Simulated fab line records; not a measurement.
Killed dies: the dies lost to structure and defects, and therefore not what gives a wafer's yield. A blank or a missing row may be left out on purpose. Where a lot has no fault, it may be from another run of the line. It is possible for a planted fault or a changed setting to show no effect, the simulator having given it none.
Which tool was responsible? + flow sky130 + 24 lots (72 wafers sampled), 1 step of a 708-step route

== WHAT THE GAUGES READ, wafer by wafer ==
SKY_LI_CONTACT_OVL_MEAS_13.
| lot  | measured     | on         | LI_CONTACT_OVL (nm) |
|------|--------------|------------|---------------------|
| L074 | day 29 05:08 | overlay-01 | 2 0 -3              |
| L075 | day 30 04:00 | overlay-01 | -4 -7 5             |
| L076 | day 30 08:38 | overlay-02 | 4 1 -1              |
| L077 | day 30 11:39 | overlay-01 | -1 1 6              |
| L078 | day 30 20:59 | overlay-01 | -8 -3 -10           |
| L079 | day 31 07:38 | overlay-02 | 5 -2 5              |
| L080 | day 31 10:23 | overlay-01 | -2 -3 -10           |
| L081 | day 31 21:44 | overlay-01 | -4 -4 -2            |
| L082 | day 32 10:17 | overlay-01 | 5 6 6               |
| L083 | day 32 11:17 | overlay-02 | -3 -1 -4            |
| L084 | day 32 20:26 | overlay-01 | 6 6 8               |
| L085 | day 33 05:53 | overlay-01 | -12 -6 -15          |
| L086 | day 33 13:45 | overlay-01 | 2 0 0               |
| L087 | day 33 18:20 | overlay-01 | 3 -3 -3             |
| L088 | day 34 02:20 | overlay-01 | 6 -1 5              |
| L089 | day 34 14:29 | overlay-02 | 0 -4 5              |
| L090 | day 34 18:36 | overlay-02 | -1 -5 -7            |
| L091 | day 34 23:50 | overlay-01 | -5 -3 -4            |
| L092 | day 35 04:56 | overlay-02 | -3 7 10             |
| L093 | day 35 09:11 | overlay-02 | -4 0 0              |
| L094 | day 35 15:56 | overlay-01 | -4 0 1              |
| L095 | day 35 23:20 | overlay-01 | 5 -10 -4            |
| L096 | day 36 04:03 | overlay-02 | 6 0 1               |
| L097 | day 36 12:48 | overlay-01 | 4 1 9               |

== EACH LOT AND THE TOOL THAT RAN IT (in order: tool; ch and the chambers of the sampled wafers; start) ==
The record holds no process step before these readings.

== AS READ BY THE TOOLS THEMSELVES (means over the sampled wafers that have a number; for cases with no such wafer, the mark the record gives instead) ==
The record holds no such reading with a usual standard deviation.

== THE ANSWER, worked out from the rows above alone ==
Rule: the lots themselves supply what counts as usual. The widest of any qualifying gaps counts: lots, ordered by their means at a reading, are off when they make up no more than a third of the lots, leave a main group of 4 or more, and stand apart from it by 3 or more times the standard deviation of that group's means. The tables above print the reading to a certain number of digits; a main group whose means all agree to those digits is not used. Also off: a lot with no number at a reading for which 4 or more lots have one. Any other lot the step has rows for is counted as sound. First the gauges in route order, then the tools' own readings, where a lot's mean is used as printed above. At the first step where some lot is off, the reading lying furthest off is the one used; lots without a number count as furthest.
No lot is off on any of the readings shown, so nothing can be concluded from this.

== WHAT HAD BEEN PUT IN BY THE SIMULATOR ==
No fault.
